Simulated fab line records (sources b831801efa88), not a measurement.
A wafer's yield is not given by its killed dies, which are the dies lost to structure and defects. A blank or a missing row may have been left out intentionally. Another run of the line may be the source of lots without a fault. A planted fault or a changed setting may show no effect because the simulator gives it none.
Struck lot and sound lot, side by side | flow gf180mcu | 15 steps out of a route of 602
Sound: these wafers, L976.2, L976.4, L976.5. The struck wafers were L982.1, L982.3, L982.6. At the end, the cause is stated.
Per side, at each step with rows, come the tool, then ch with its chambers, and then its first start. Under that, the readings that differ: sound wafers | struck wafers | difference of the means | sigmas: that difference in standard deviations of wafers without a fault.
alike: a reading whose means differ by less than 2 such deviations, as well as words and numbers matching on both sides. not compared: withheld readings; readings where some wafer has no value; bounds like >300 that might hide an equal value; numbers whose values overlap and for which the record gives no deviation.
The two part at a step that has a row with sigmas, a row that says differs or no value, or rows on one side only. Numbers that have no deviation but don't overlap get no sigmas and don't part them. A reading that every wafer of one side lacks parts them only if that side has two wafers or more.

first, 2 steps without rows for these wafers: GF_DUAL_GATE_CLEAN_01 (cleans in dHF, time 20 s); GF_DUAL_GATE_OXIDATION_02 (stabilise 600 s, purge 300 s, target thk 10.887 nm).
GF_DUAL_GATE_THK_MEAS_03:
  sound: film metro-03 at day 9 09:37; struck: film metro-03 at day 11 00:50
  alike: DUAL_GATE_OXIDATION_00_THK
then, 7 steps without rows for these wafers: GF_DUAL_GATE_DEHYDRATE_04 (time 60 s); GF_DUAL_GATE_HMDS_05 (prime time 60 s); GF_DUAL_GATE_COAT_06 (resist thk 1000 nm); GF_DUAL_GATE_SOFTBAKE_07 (time 60 s); GF_DUAL_GATE_EXPOSE_08 (exposes mask Dualgate, target cd 700 nm); GF_DUAL_GATE_PEB_09; GF_DUAL_GATE_DEVELOP_10 (develop time 60 s).
GF_DUAL_GATE_OVL_MEAS_11:
  sound: overlay-02 at day 10 02:21; struck: overlay-01 at day 11 19:17
  alike: DUAL_GATE_OVL
then, 1 step without rows for these wafers: GF_DUAL_GATE_WET_ETCH_12 (etches SiO2 in dHF, target depth 13 nm, time 260 s).
GF_DUAL_GATE_STRIP_13: strips in O2/N2.
  sound on plasma asher-01 ch 0,1, day 10 02:28; struck on plasma asher-04 ch 0,1, day 11 19:25
  no value came back on the struck wafers for any of 6 readings (chamber pressure mTorr (mTorr), drypump motor current A (A) and others); on the sound wafers chamber pressure mTorr (mTorr) reads 1499.3 1501.1 1501.1
  reading                                        | sound | struck            | difference | sigmas
  model.NOVOLAK_of_DUAL_GATE_COAT_06.thk nm (nm) | 0 0 0 | 998.5 997.7 998.2 | +998.1     |
  not compared: rf hours counter h
then, 1 step without rows for these wafers: GF_DUAL_GATE_CLEAN_14 (cleans in SC1/SC2, time 150 s).
-- here the record skips 21 days between the struck wafers' starts before and after, leaving off in module DUAL_GATE and picking up in module PASSIVATION (first step shown: number 602 of the route) --
GF_PASSIVATION_PROBE_99:
  only the struck wafers here have rows in the record (prober-01, day 32 09:49); the sound ones have none

## WHERE THEY PART
Earliest at GF_DUAL_GATE_STRIP_13; latest, in this record, at GF_PASSIVATION_PROBE_99.

WHY: what the simulator had put in
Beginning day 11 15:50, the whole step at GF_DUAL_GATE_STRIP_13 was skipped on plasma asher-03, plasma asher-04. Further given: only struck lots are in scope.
